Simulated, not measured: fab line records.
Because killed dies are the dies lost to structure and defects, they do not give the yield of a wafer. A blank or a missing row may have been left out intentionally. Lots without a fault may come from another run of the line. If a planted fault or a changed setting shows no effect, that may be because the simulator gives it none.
fab line records | flow sky130 | part 1 of 2: steps 1 to 33 of 46
[record] lots = 5 wafers = 15 lastDay = 47
route steps=708 shown VT_ADJUST_HVTR@136 VT_ADJUST_PCH@143 SONOS_TUNNEL@154 SONOS_ONO@168
lots with no fault: from the same line, run without faults
startH: the number of hours between the record's first day and the start of the first shown wafer of the lot | waitH: how many hours have passed since the lot's step before this one | " the same as in the row above | L1.1+2: several wafers, shown together as one row | - either no value or no given start | * or withheld: withheld | < > ~ a bound
route shown NAME@n: names a module that has steps shown in the file, with the first one's number in the route | usual: average and standard deviation across the fault-free wafers | same: alike in all rows | chamber/n: place in a boat | sites: each site's reading | _std_site: their standard deviation | _edge_site: mean of outer sites minus mean of inner sites | radiusMm: for every site, how far away it sits from the centre of the wafer | mask NAME#n: copy n | behind: the tool/chamber that last shaped the wafer | hold: what put the lot on hold/how long, in hours/how the hold closed | device: whichever transistor did not switch (one of n, p or np) | end of line: the same wafers' tests at the end of the route | where a step has no rows: the recipe by itself | killed: dies lost to structure and defects at the first sort, not the wafer's yield | map: dies across one wafer; x = killed, . = not, _ = none there
set.NAME: setting as actually run; set.NAME@STEP: the setting as run at that earlier step | model.NAME: the simulator's own value behind a step, which no gauge read
lots at selected steps of the route; one table per step, one row per wafer
services: from which hour (startH, from the record's first day; less than 0 if before it) a tool's chamber was out of use, for how many hours, and why
[[steps]]
[step SKY_VT_ADJUST_HVTR_PEB_05]
[recipe] tempC = withheld timeS = * resist = NOVOLAK
// columns lot.wafer tool chamber startH waitH
L080.2+4+6 lithoTrack-04 0 - -
L082.2+4+5 lithoTrack-02 0 - -
L081.3+5+6 lithoTrack-02 0 - -
L083.2+3+4 lithoTrack-04 0 - -
L084.1+4+5 lithoTrack-02 0 - -
[step SKY_VT_ADJUST_HVTR_DEVELOP_06]
[recipe] developTimeS = 60 devTempC = 23
// columns lot.wafer tool chamber startH waitH
L080.2+4+6 lithoTrack-04 0 251.57 0.1
L082.2+4+5 lithoTrack-02 0 274.59 0.1
L081.3+5+6 lithoTrack-02 0 275.51 0.1
L083.2+3+4 lithoTrack-04 0 275.67 0.1
L084.1+4+5 lithoTrack-02 0 282.21 0.1
[step SKY_VT_ADJUST_HVTR_CD_MEAS_07]
[recipe] targetCdNm = 380
[usual] cdNm = 380.8/2.5
// columns lot.wafer tool chamber startH waitH cdNm
L080.2 cdSem-01 - 251.80 0.2 378.6
L080.4 " - " " 376.7
L080.6 " - " " 375.3
L082.2 cdSem-02 - 274.73 0.1 381.9
L082.4 " - " " 383.1
L082.5 " - " " 380.6
L081.3 cdSem-02 - 275.65 0.1 383.2
L081.5 " - " " 382.0
L081.6 " - " " 382.2
L083.2 cdSem-01 - 275.81 0.1 379.7
L083.3 " - " " 378.0
L083.4 " - " " 377.8
L084.1 cdSem-02 - 282.36 0.1 381.3
L084.4 " - " " 381.2
L084.5 " - " " 380.7
[step SKY_VT_ADJUST_HVTR_OVL_MEAS_08]
[usual] VT_ADJUST_HVTR_OVL = 0.1/1.4
// columns lot.wafer tool chamber startH waitH VT_ADJUST_HVTR_OVL[nm]
L080.2 overlay-02 - 251.91 0.1 0.5
L080.4 " - " " 0.2
L080.6 " - " " -0.1
L082.2 overlay-02 - 274.84 0.1 -0.7
L082.4 " - " " 0.5
L082.5 " - " " -0.1
L081.3 overlay-01 - 275.74 0.1 1.0
L081.5 " - " " 1.2
L081.6 " - " " 0.4
L083.2 overlay-02 - 275.92 0.1 -0.6
L083.3 " - " " -1.3
L083.4 " - " " 0.4
L084.1 overlay-02 - 282.48 0.1 -1.1
L084.4 " - " " 0.2
L084.5 " - " " 0.0
[step SKY_VT_ADJUST_HVTR_IMPLANT_09]
[recipe] species = B energyKev = 10 doseCm2 = 2.1e+12 tiltDeg = withheld
// columns lot.wafer tool chamber startH waitH
L080.2+4+6 implanter-01 0 251.96 0.0
L082.2+4+5 implanter-02 0 274.89 0.0
L081.3+5+6 implanter-01 0 275.82 0.1
L083.2+3+4 implanter-04 0 275.97 0.0
L084.1+4+5 implanter-04 0 282.52 0.0
[step SKY_VT_ADJUST_HVTR_STRIP_10]
[recipe] chemistry = O2/N2 powerW = 1400 pressureMtorr = 1500 platenTempC = withheld o2FlowSccm = 3000 n2FlowSccm = 300 overashFraction = 0.5
[usual] drypumpMotorCurrentA = 5.6/0.53 oesProductAu = 0.716/0.0046 stripTimeToEndpointS = 14.20/0.046
[same] overashFraction = 0.5
// columns lot.wafer tool chamber startH waitH drypumpMotorCurrentA oesProductAu rfHoursCounterH stripTimeToEndpointS
L080.2 plasmaAsher-04 1 252.09 0.1 5.0 0.721 13 14.18
L080.4 " 1 " " 5.0 0.718 - 14.18
L080.6 " 0 " " 6.2 0.724 - 14.23
L082.2 plasmaAsher-04 0 275.02 0.1 6.2 0.712 15 14.21
L082.4 " 0 " " 6.2 0.720 - 14.28
L082.5 " 0 " " 6.2 0.719 - 14.22
L081.3 plasmaAsher-02 0 275.95 0.1 5.8 0.714 - 14.12
L081.5 " 1 " " 5.9 0.715 - 14.13
L081.6 " 0 " " 5.8 0.719 - 14.14
L083.2 plasmaAsher-04 0 276.10 0.1 6.2 0.723 15 14.23
L083.3 " 0 " " 6.2 0.716 - 14.24
L083.4 " 1 " " 5.0 0.720 - 14.28
L084.1 plasmaAsher-03 0 282.67 0.1 4.9 0.718 48 14.21
L084.4 " 1 " " 6.1 0.709 - 14.14
L084.5 " 1 " " 6.1 0.721 - 14.14
[step SKY_VT_ADJUST_HVTR_TW_MEAS_11]
[usual] VT_ADJUST_HVTR_TW = 209.7/1.1
// columns lot.wafer tool chamber startH waitH VT_ADJUST_HVTR_TW
L080.2 filmMetro-04 - 252.20 0.1 211.8
L080.4 " - " " 210.2
L080.6 " - " " 209.5
L082.2 filmMetro-02 - 275.13 0.1 209.4
L082.4 " - " " 208.2
L082.5 " - " " 208.7
L081.3 filmMetro-03 - 276.04 0.1 210.0
L081.5 " - " " 210.5
L081.6 " - " " 210.9
L083.2 filmMetro-03 - 276.21 0.1 210.9
L083.3 " - " " 209.5
L083.4 " - " " 210.4
L084.1 filmMetro-03 - 282.77 0.1 209.8
L084.4 " - " " 210.2
L084.5 " - " " 211.2
[step SKY_VT_ADJUST_PCH_DEHYDRATE_00]
[recipe] tempC = 200 timeS = 60
// columns lot.wafer tool chamber startH waitH
L080.2+4+6 lithoTrack-04 0 263.77 11.6
L082.2+4+5 lithoTrack-01 0 287.36 12.2
L081.3+5+6 lithoTrack-04 0 288.44 12.4
L083.2+3+4 lithoTrack-03 0 288.55 12.3
L084.1+4+5 lithoTrack-03 0 294.88 12.1
[step SKY_VT_ADJUST_PCH_HMDS_01]
[recipe] primeTimeS = 60 primeTempC = 120
[usual] primeTempC = 120.03/0.15
// columns lot.wafer tool chamber startH waitH primeTempC
L080.2 lithoTrack-04 0 263.92 0.1 120.34
L080.4 " 0 " " 120.13
L080.6 " 0 " " 120.15
L082.2 lithoTrack-01 0 287.51 0.1 120.14
L082.4 " 0 " " 119.95
L082.5 " 0 " " 119.76
L081.3 lithoTrack-04 0 288.59 0.1 119.99
L081.5 " 0 " " 120.00
L081.6 " 0 " " 120.15
L083.2 lithoTrack-03 0 288.70 0.1 119.90
L083.3 " 0 " " 120.02
L083.4 " 0 " " 119.88
L084.1 lithoTrack-03 0 295.03 0.1 120.04
L084.4 " 0 " " 120.00
L084.5 " 0 " " 120.13
[step SKY_VT_ADJUST_PCH_COAT_02]
[recipe] spinRpm = 2000 resistThkNm = 3000
// columns lot.wafer tool chamber startH waitH
L080.2+4+6 lithoTrack-04 0 264.07 0.1
L082.2+4+5 lithoTrack-01 0 287.66 0.1
L081.3+5+6 lithoTrack-04 0 288.74 0.1
L083.2+3+4 lithoTrack-03 0 288.85 0.1
L084.1+4+5 lithoTrack-03 0 295.18 0.1
[step SKY_VT_ADJUST_PCH_SOFTBAKE_03]
[recipe] tempC = 110 timeS = withheld
// columns lot.wafer tool chamber startH waitH
L080.2+4+6 lithoTrack-04 0 264.23 0.1
L082.2+4+5 lithoTrack-01 0 287.82 0.1
L081.3+5+6 lithoTrack-04 0 288.91 0.1
L083.2+3+4 lithoTrack-03 0 289.01 0.1
L084.1+4+5 lithoTrack-03 0 295.33 0.1
[step SKY_VT_ADJUST_PCH_EXPOSE_04]
[recipe] maskId = NWM na = 0.6 sourceShape = conventional sigmaOuter = 0.6 polarization = unpolarized targetCdNm = 840 doseMj = 255
[usual] stageVelMmS = 499.98/0.24
// columns lot.wafer tool chamber startH waitH mask stageVelMmS
L080.2 ilineStepper-02 0 - - NWM#0 499.55
L080.4 " 0 " " NWM#0 500.00
L080.6 " 0 " " NWM#0 499.60
L082.2 ilineStepper-01 0 - - NWM#0 500.43
L082.4 " 0 " " NWM#0 500.20
L082.5 " 0 " " NWM#0 499.78
L081.3 ilineStepper-02 0 - - NWM#0 500.32
L081.5 " 0 " " NWM#0 499.92
L081.6 " 0 " " NWM#0 500.23
L083.2 ilineStepper-01 0 - - NWM#0 500.11
L083.3 " 0 " " NWM#0 500.51
L083.4 " 0 " " NWM#0 499.94
L084.1 ilineStepper-02 0 - - NWM#0 499.43
L084.4 " 0 " " NWM#0 499.96
L084.5 " 0 " " NWM#0 500.11
[step SKY_VT_ADJUST_PCH_PEB_05]
[recipe] tempC = 115 timeS = withheld
// columns lot.wafer tool chamber startH waitH
L080.2+4+6 lithoTrack-04 0 - -
L082.2+4+5 lithoTrack-01 0 - -
L081.3+5+6 lithoTrack-01 0 - -
L083.2+3+4 lithoTrack-04 0 - -
L084.1+4+5 lithoTrack-04 0 - -
[step SKY_VT_ADJUST_PCH_DEVELOP_06]
[recipe] wallAngleDeg = 90 developer = TMAH developTimeS = 60 devTempC = 23
// columns lot.wafer tool chamber startH waitH
L080.2+4+6 lithoTrack-04 0 - -
L082.2+4+5 lithoTrack-01 0 - -
L081.3+5+6 lithoTrack-01 0 - -
L083.2+3+4 lithoTrack-04 0 - -
L084.1+4+5 lithoTrack-04 0 - -
[step SKY_VT_ADJUST_PCH_OVL_MEAS_07]
[usual] VT_ADJUST_PCH_OVL = -1.4/1.3
// columns lot.wafer tool chamber startH waitH VT_ADJUST_PCH_OVL[nm]
L080.2 overlay-01 - 276.15 - -1.5
L080.4 " - " " -0.1
L080.6 " - " " -1.4
L082.2 overlay-02 - 300.75 - -0.9
L082.4 " - " " -1.7
L082.5 " - " " -2.5
L081.3 overlay-02 - 302.40 - -0.8
L081.5 " - " " -1.7
L081.6 " - " " -1.9
L083.2 overlay-01 - 302.45 - 0.2
L083.3 " - " " -0.9
L083.4 " - " " -0.1
L084.1 overlay-02 - 308.09 - -0.6
L084.4 " - " " 0.4
L084.5 " - " " -0.4
[step SKY_VT_ADJUST_PCH_IMPLANT_08]
[recipe] species = B energyKev = 10 doseCm2 = 5e+11 tiltDeg = withheld
// columns lot.wafer tool chamber startH waitH
L080.2+4+6 implanter-03 0 276.20 0.0
L082.2+4+5 implanter-03 0 300.80 0.0
L081.3+5+6 implanter-03 0 302.48 0.1
L083.2+3+4 implanter-01 0 302.50 0.0
L084.1+4+5 implanter-03 0 308.13 0.0
[step SKY_VT_ADJUST_PCH_STRIP_09]
[recipe] chemistry = O2/N2 powerW = 1400 pressureMtorr = 1500 platenTempC = withheld o2FlowSccm = 3000 n2FlowSccm = 300 overashFraction = 0.5
[usual] drypumpMotorCurrentA = 5.6/0.4 oesProductAu = 0.722/0.0045 stripTimeToEndpointS = 36.92/0.11
[same] overashFraction = 0.5
// columns lot.wafer tool chamber startH waitH drypumpMotorCurrentA oesProductAu rfHoursCounterH stripTimeToEndpointS
L080.2 plasmaAsher-01 1 276.33 0.1 5.9 0.721 58 37.19
L080.4 " 1 " " 5.9 0.718 - 37.04
L080.6 " 1 " " 5.9 0.723 - 36.96
L082.2 plasmaAsher-02 1 300.93 0.1 5.9 0.720 59 36.90
L082.4 " 1 " " 5.9 0.720 - 37.01
L082.5 " 0 " " 5.8 0.729 - 36.87
L081.3 plasmaAsher-02 1 302.61 0.1 5.9 0.723 - 37.08
L081.5 " 1 " " 5.9 0.719 - 37.08
L081.6 " 0 " " 5.8 0.717 - 37.14
L083.2 plasmaAsher-03 0 302.63 0.1 4.8 0.727 50 37.11
L083.3 " 0 " " 4.8 0.717 - 37.06
L083.4 " 1 " " 6.1 0.720 - 37.04
L084.1 plasmaAsher-02 1 308.28 0.1 5.9 0.720 60 36.91
L084.4 " 0 " " 5.7 0.724 - 36.95
L084.5 " 0 " " 5.8 0.729 - 36.91
[step SKY_VT_ADJUST_PCH_TW_MEAS_10]
[usual] VT_ADJUST_PCH_TW = 141.9/0.74
// columns lot.wafer tool chamber startH waitH VT_ADJUST_PCH_TW
L080.2 filmMetro-02 - 276.44 0.1 141.6
L080.4 " - " " 140.9
L080.6 " - " " 141.4
L082.2 filmMetro-01 - 301.04 0.1 143.4
L082.4 " - " " 141.9
L082.5 " - " " 141.7
L081.3 filmMetro-02 - 302.70 0.1 141.4
L081.5 " - " " 141.5
L081.6 " - " " 140.9
L083.2 filmMetro-01 - 302.74 0.1 142.2
L083.3 " - " " 142.7
L083.4 " - " " 143.1
L084.1 filmMetro-04 - 308.38 0.1 143.8
L084.4 " - " " 143.8
L084.5 " - " " 142.5
[step SKY_SONOS_TUNNEL_DEHYDRATE_00]
[recipe] tempC = 200 timeS = 60
// columns lot.wafer tool chamber startH waitH
L080.2+4+6 lithoTrack-01 0 289.21 12.8
L082.2+4+5 lithoTrack-01 0 313.01 12.0
L081.3+5+6 lithoTrack-02 0 314.56 11.9
L083.2+3+4 lithoTrack-04 0 314.97 12.2
L084.1+4+5 lithoTrack-02 0 320.96 12.6
[step SKY_SONOS_TUNNEL_HMDS_01]
[recipe] primeTimeS = 60 primeTempC = 120
[usual] primeTempC = 119.99/0.12
// columns lot.wafer tool chamber startH waitH primeTempC
L080.2 lithoTrack-01 0 289.36 0.1 119.80
L080.4 " 0 " " 120.01
L080.6 " 0 " " 120.07
L082.2 lithoTrack-01 0 313.16 0.1 119.92
L082.4 " 0 " " 119.81
L082.5 " 0 " " 119.88
L081.3 lithoTrack-02 0 314.71 0.1 120.03
L081.5 " 0 " " 119.95
L081.6 " 0 " " 119.91
L083.2 lithoTrack-04 0 315.12 0.1 119.97
L083.3 " 0 " " 119.79
L083.4 " 0 " " 119.92
L084.1 lithoTrack-02 0 321.11 0.1 120.11
L084.4 " 0 " " 119.94
L084.5 " 0 " " 120.06
[step SKY_SONOS_TUNNEL_COAT_02]
[recipe] resist = NOVOLAK spinRpm = 3000 resistThkNm = 1140
// columns lot.wafer tool chamber startH waitH
L080.2+4+6 lithoTrack-01 0 289.51 0.1
L082.2+4+5 lithoTrack-01 0 313.31 0.1
L081.3+5+6 lithoTrack-02 0 314.86 0.1
L083.2+3+4 lithoTrack-04 0 315.27 0.1
L084.1+4+5 lithoTrack-02 0 321.26 0.1
[step SKY_SONOS_TUNNEL_SOFTBAKE_03]
[recipe] tempC = 90 timeS = 60 resist = NOVOLAK
// columns lot.wafer tool chamber startH waitH
L080.2+4+6 lithoTrack-01 0 289.66 0.1
L082.2+4+5 lithoTrack-01 0 313.46 0.1
L081.3+5+6 lithoTrack-02 0 315.01 0.1
L083.2+3+4 lithoTrack-04 0 315.42 0.1
L084.1+4+5 lithoTrack-02 0 321.41 0.1
[step SKY_SONOS_TUNNEL_EXPOSE_04]
[recipe] maskId = TUNM na = 0.6 sourceShape = conventional sigmaOuter = 0.6 polarization = unpolarized targetCdNm = 410 doseMj = 136
[usual] stageVelMmS = 500.08/0.27
// columns lot.wafer tool chamber startH waitH mask stageVelMmS
L080.2 ilineStepper-02 0 - - TUNM#0 500.45
L080.4 " 0 " " TUNM#0 500.24
L080.6 " 0 " " TUNM#0 500.38
L082.2 ilineStepper-01 0 - - TUNM#0 499.64
L082.4 " 0 " " TUNM#0 499.70
L082.5 " 0 " " TUNM#0 499.71
L081.3 ilineStepper-01 0 - - TUNM#0 500.26
L081.5 " 0 " " TUNM#0 500.01
L081.6 " 0 " " TUNM#0 499.92
L083.2 ilineStepper-01 0 - - TUNM#0 500.01
L083.3 " 0 " " TUNM#0 500.28
L083.4 " 0 " " TUNM#0 500.00
L084.1 ilineStepper-01 0 - - TUNM#0 500.07
L084.4 " 0 " " TUNM#0 500.13
L084.5 " 0 " " TUNM#0 499.80
[step SKY_SONOS_TUNNEL_PEB_05]
[recipe] tempC = withheld timeS = * resist = NOVOLAK
// columns lot.wafer tool chamber startH waitH
L080.2+4+6 lithoTrack-02 0 - -
L082.2+4+5 lithoTrack-01 0 - -
L081.3+5+6 lithoTrack-02 0 - -
L083.2+3+4 lithoTrack-04 0 - -
L084.1+4+5 lithoTrack-01 0 - -
[step SKY_SONOS_TUNNEL_DEVELOP_06]
[recipe] resist = NOVOLAK developer = TMAH developTimeS = 60 devTempC = 23
// columns lot.wafer tool chamber startH waitH
L080.2+4+6 lithoTrack-02 0 302.44 0.1
L082.2+4+5 lithoTrack-01 0 326.51 0.1
L081.3+5+6 lithoTrack-02 0 327.96 0.1
L083.2+3+4 lithoTrack-04 0 328.77 0.1
L084.1+4+5 lithoTrack-01 0 334.39 0.1
[step SKY_SONOS_TUNNEL_CD_MEAS_07]
[recipe] targetCdNm = 410
[usual] cdNm = 409.0/2.1
// columns lot.wafer tool chamber startH waitH cdNm
L080.2 cdSem-01 - 302.58 0.1 409.1
L080.4 " - " " 407.9
L080.6 " - " " 408.8
L082.2 cdSem-02 - 326.66 0.1 406.5
L082.4 " - " " 408.0
L082.5 " - " " 411.2
L081.3 cdSem-01 - 328.10 0.1 408.1
L081.5 " - " " 408.4
L081.6 " - " " 409.3
L083.2 cdSem-02 - 328.91 0.1 409.1
L083.3 " - " " 407.5
L083.4 " - " " 408.6
L084.1 cdSem-01 - 334.54 0.1 408.7
L084.4 " - " " 409.4
L084.5 " - " " 407.4
[step SKY_SONOS_TUNNEL_OVL_MEAS_08]
[usual] SONOS_TUNNEL_OVL = -0.1/1.3
// columns lot.wafer tool chamber startH waitH SONOS_TUNNEL_OVL[nm]
L080.2 overlay-02 - 302.69 0.1 -0.5
L080.4 " - " " -1.0
L080.6 " - " " 0.0
L082.2 overlay-02 - 326.77 0.1 0.1
L082.4 " - " " -0.9
L082.5 " - " " -0.3
L081.3 overlay-01 - 328.19 0.1 0.1
L081.5 " - " " 0.6
L081.6 " - " " -0.5
L083.2 overlay-01 - 329.02 0.1 -0.8
L083.3 " - " " -0.1
L083.4 " - " " -1.4
L084.1 overlay-01 - 334.66 0.1 0.6
L084.4 " - " " 2.5
L084.5 " - " " 1.4
[step SKY_SONOS_TUNNEL_IMPLANT_09]
[recipe] species = B energyKev = 20 doseCm2 = 1e+12 tiltDeg = withheld
// columns lot.wafer tool chamber startH waitH
L080.2+4+6 implanter-02 0 302.74 0.0
L082.2+4+5 implanter-02 0 326.82 0.0
L081.3+5+6 implanter-02 0 328.27 0.1
L083.2+3+4 implanter-04 0 329.07 0.0
L084.1+4+5 implanter-03 0 334.70 0.0
[step SKY_SONOS_TUNNEL_WET_ETCH_10]
[recipe] chemistry = dHF targetDepthNm = 14 target = SiO2 dilution = 100:1 tempC = 25 timeS = 280
// columns lot.wafer tool chamber startH waitH
L080.2+4+6 wetBench-02 3 302.87 0.1
L082.2+4+5 wetBench-02 0 326.95 0.1
L081.3+5+6 wetBench-04 1 328.37 0.1
L083.2+3+4 wetBench-02 3 329.20 0.1
L084.1+4+5 wetBench-02 0 334.85 0.1
[step SKY_SONOS_TUNNEL_STRIP_11]
[recipe] chemistry = SPM timeS = 600 tempC = 130
// columns lot.wafer tool chamber startH waitH
L080.2+4+6 wetBench-04 0 302.96 0.0
L082.2+4+5 wetBench-03 1 327.03 0.0
L081.3+5+6 wetBench-02 0 328.46 0.0
L083.2+3+4 wetBench-03 0 329.29 0.0
L084.1+4+5 wetBench-04 3 334.94 0.0
[step SKY_SONOS_TUNNEL_TW_MEAS_12]
[usual] SONOS_TUNNEL_TW = 196.2/1
// columns lot.wafer tool chamber startH waitH SONOS_TUNNEL_TW
L080.2 filmMetro-03 - 303.16 0.0 196.2
L080.4 " - " " 196.9
L080.6 " - " " 197.3
L082.2 filmMetro-01 - 327.22 0.0 196.1
L082.4 " - " " 195.6
L082.5 " - " " 196.7
L081.3 filmMetro-03 - 328.66 0.0 196.2
L081.5 " - " " 196.9
L081.6 " - " " 196.8
L083.2 filmMetro-02 - 329.47 0.0 195.7
L083.3 " - " " 195.5
L083.4 " - " " 195.8
L084.1 filmMetro-02 - 335.13 0.0 195.7
L084.4 " - " " 195.9
L084.5 " - " " 195.8
[step SKY_SONOS_TUNNEL_CLEAN_13]
[recipe] chemistry = dHF timeS = 20 dilution = 100:1 dry = ipaMarangoni
// columns lot.wafer tool chamber startH waitH
L080.2+4+6 wetBench-03 1 303.21 0.0
L082.2+4+5 wetBench-04 0 327.27 0.0
L081.3+5+6 wetBench-03 0 328.70 0.0
L083.2+3+4 wetBench-03 1 329.52 0.0
L084.1+4+5 wetBench-03 2 335.19 0.1
[step SKY_SONOS_ONO_OXIDATION_00]
[recipe] tempC = 800 ambient = O2 idleTempC = 700 rampUpCPerMin = 10 rampDownCPerMin = 3 stabiliseS = 600 purgeS = 300 targetThkA = 26 oxTimeS = 1249
[usual] oxTempC = 799.9/0.36
[same] oxTimeS = 1249
// columns lot.wafer tool chamber startH waitH oxTempC
L080.2 furnace-02 0 303.39 0.2 800.0
L080.4 " 0 " " 799.5
L080.6 " 0 " " 799.5
L082.2 furnace-01 0 328.16 0.9 799.5
L082.4 " 0 " " 799.9
L082.5 " 0 " " 799.5
L081.3 furnace-02 0 329.79 1.1 799.3
L081.5 " 0 " " 800.0
L081.6 " 0 " " 800.4
L083.2 furnace-02 0 329.79 0.3 799.7
L083.3 " 0 " " 800.0
L083.4 " 0 " " 799.7
L084.1 furnace-02 0 336.33 1.1 799.9
L084.4 " 0 " " 800.0
L084.5 " 0 " " 800.4
